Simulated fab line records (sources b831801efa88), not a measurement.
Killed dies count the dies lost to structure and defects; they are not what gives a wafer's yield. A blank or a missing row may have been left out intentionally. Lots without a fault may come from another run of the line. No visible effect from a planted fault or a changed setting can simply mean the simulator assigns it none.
A struck lot beside a sound one    flow gf180mcu    15 steps out of a route of 602
Sound: wafers L140.1, L140.2, L140.4. Struck: wafer L131.4. (L131.5, L131.6 of the same lot were not struck and are left out.) The cause comes at the end.
Order at every step that has rows: each side's tool, ch and its chambers, its first start. Under that, the readings that differ: sound wafers    struck wafers    difference of the means    sigmas: that difference in standard deviations of wafers without a fault.
alike: readings whose means differ by less than 2 such deviations, and words and numbers that are the same on both sides. not compared: withheld readings, readings that some wafer has no value for, bounds like >300 that may hide the same value, and numbers for which the record gives no deviation and whose values overlap.
The two part at a step that has a row with sigmas, a row that says differs or no value, or rows on one side only. Non-overlapping numbers with no deviation appear without sigmas and do not part them. Lack of a reading on every wafer of one side parts them only where that side has two or more wafers.

first, 2 steps without rows for these wafers: GF_V4_SPUTTER_22 (material TiN, target thk 10 nm, time 40 s); GF_V4_CVD_23 (deposits W, target thk 350 nm, time 104.9 s).
GF_V4_RS_MEAS_24: uses a four-point probe to measure.
  struck on film_metro-01, day 27 23:39; sound on film_metro-01, day 30 14:28
  alike: V4_W_RS
GF_V4_THK_MEAS_25: measures by xrf.
  struck on film_metro-01, day 27 23:44; sound on film_metro-01, day 30 14:35
  alike: V4_W_THK
then, 3 steps without rows for these wafers: GF_V4_CMP_26 (polishes, stops on SiO2, t overpolish 15 s, target thk 0 nm); GF_MIM_SPUTTER_00 (material Ti, target thk 37.5 nm, time 150 s); GF_MIM_SPUTTER_01 (material TiN, target thk 30 nm, time 25 s).
GF_MIM_SPUTTER_02: material AlCu, target thk 450 nm, time 23.9 s.
  struck on pvd_sputter-04, day 28 00:12; sound on pvd_sputter-02, day 30 15:05
  alike: cathode_dc_power_W, chamber_pressure_pa, throttle_valve_pct
GF_MIM_SPUTTER_03: material Ti, target thk 10 nm, time 6.7 s.
  struck on pvd_sputter-04, day 28 00:14; sound on pvd_sputter-02, day 30 15:07
reading                 sound                 struck  difference  sigmas
cathode_dc_power_W (W)  3000.7 2999.6 2998.9  2998.5  -1.2        -2
  alike: chamber_pressure_pa, substrate_temp_c, throttle_valve_pct
GF_MIM_SPUTTER_04: material TiN, target thk 50 nm, time 41.7 s.
  struck on pvd_sputter-04, day 28 00:15; sound on pvd_sputter-02, day 30 15:08
reading                 sound           struck  difference  sigmas
throttle_valve_pct (%)  30.0 29.6 30.6  28.3    -1.8        -2
  alike: cathode_dc_power_W, chamber_pressure_pa
GF_MIM_CVD_05: deposits Si3N4, target thk 42 nm, time 29.086 s.
  sound on pecvd-03 ch 1,2, day 30 15:10; struck on pecvd-02 ch 2, day 28 00:19
  alike: heater_power_w
GF_MIM_THK_MEAS_06:
  struck on film_metro-04, day 28 00:22; sound on film_metro-03, day 30 15:12
reading              sound           struck  difference  sigmas
MIM_CVD_05_THK (nm)  41.8 41.7 42.7  43.0    +0.9        +2
GF_MIM_SPUTTER_07: material TiN, target thk 60 nm, time 50 s.
  struck on pvd_sputter-02, day 28 00:23; sound on pvd_sputter-04, day 30 15:16
reading                                  sound                 struck  difference  sigmas
chamber_pressure_pa (Pa)                 0.4005 0.4003 0.4010  0.3985  -0.0021     -2
model.TiN_of_MIM_SPUTTER_07.thk_nm (nm)  60.63 60.89 60.91     62.23   +1.42       
  alike: cathode_dc_power_W, throttle_valve_pct
GF_MIM_SPUTTER_08: material AlCu, target thk 200 nm, time 10.6 s.
  struck on pvd_sputter-02, day 28 00:26; sound on pvd_sputter-04, day 30 15:18
  alike: cathode_dc_power_W, chamber_pressure_pa, throttle_valve_pct
-- the record jumps here: 4 days lie between the struck wafers' starts before and after (it left off in module MIM and takes up again in module PASSIVATION, whose first step shown is number 602 of the route) --
GF_PASSIVATION_PROBE_99:
  rows exist in the record for the struck wafers here (prober-01, day 32 02:39), but not for the sound ones

## WHERE THEY PART
Earliest at GF_MIM_SPUTTER_03; latest, in this record, at GF_PASSIVATION_PROBE_99.

WHY: what the simulator had put in
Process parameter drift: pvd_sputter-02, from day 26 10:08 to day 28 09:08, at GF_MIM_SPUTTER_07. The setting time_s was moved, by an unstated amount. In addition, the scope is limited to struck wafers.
